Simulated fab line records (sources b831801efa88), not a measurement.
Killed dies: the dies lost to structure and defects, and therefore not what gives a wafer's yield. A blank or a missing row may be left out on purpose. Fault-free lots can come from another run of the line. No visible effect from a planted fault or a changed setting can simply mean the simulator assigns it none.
Which of the tools did it? :: flow gf180mcu :: Sampling: 6 lots, 18 wafers, 2 of 602 route steps

== WHAT THE GAUGES SHOWED, per wafer ==
GF_MVPSD_TW_MEAS_11.
lot: L422
measured: day 5 08:31
on: film metro-04
MVPSD_TW: 549 544 550

lot: L424
measured: day 5 19:22
on: film metro-01
MVPSD_TW: 553 553 552

lot: L426
measured: day 6 07:50
on: film metro-04
MVPSD_TW: 554 558 555

lot: L428
measured: day 7 01:55
on: film metro-04
MVPSD_TW: 556 556 553

lot: L437
measured: day 9 03:25
on: film metro-01
MVPSD_TW: 551 551 550

lot: L440
measured: day 9 21:21
on: film metro-03
MVPSD_TW: 1046 1049 1046

== EACH LOT AND THE TOOL THAT RAN IT (in order: tool; ch and the chambers of the sampled wafers; start) ==
lot: L422
GF_MVPSD_IMPLANT_08: implanter-02 ch 0, day 5 08:07

lot: L424
GF_MVPSD_IMPLANT_08: implanter-02 ch 0, day 5 18:59

lot: L426
GF_MVPSD_IMPLANT_08: implanter-02 ch 0, day 6 07:28

lot: L428
GF_MVPSD_IMPLANT_08: implanter-02 ch 0, day 7 01:31

lot: L437
GF_MVPSD_IMPLANT_08: implanter-04 ch 0, day 9 03:01

lot: L440
GF_MVPSD_IMPLANT_08: implanter-04 ch 0, day 9 20:59
- GF_MVPSD_IMPLANT_08

== THE ANSWER, worked out from the rows above alone ==
Rule: the lots themselves supply what counts as usual. Put in order of their means at a reading, lots are off if they are a third of the lots or fewer, leave a main group of 4 or more, and stand apart from it by a gap of 3 or more times the standard deviation of the main group's means; of several such gaps the widest counts. If all means in a main group match to the digits the tables above print for the reading, that group is not used. A lot without any number at a reading at which 4 lots or more have one is off too. The other lots that the step has rows for count as sound.
Off: L440, seen at GF_MVPSD_TW_MEAS_11 (MVPSD_TW). The main group has a mean of 552 with a standard deviation of 2.9.
If a tool, at a process step before that reading, ran all the lots that are off and no sound lot after the first of them, it fits. Those tools and the gauges at GF_MVPSD_TW_MEAS_11 are tried in the same way. Undecided on this evidence; 2 tools fit (implanter-04 at GF_MVPSD_IMPLANT_08, film metro-03 at GF_MVPSD_TW_MEAS_11).

== WHAT WAS PUT IN BY THE SIMULATOR ==
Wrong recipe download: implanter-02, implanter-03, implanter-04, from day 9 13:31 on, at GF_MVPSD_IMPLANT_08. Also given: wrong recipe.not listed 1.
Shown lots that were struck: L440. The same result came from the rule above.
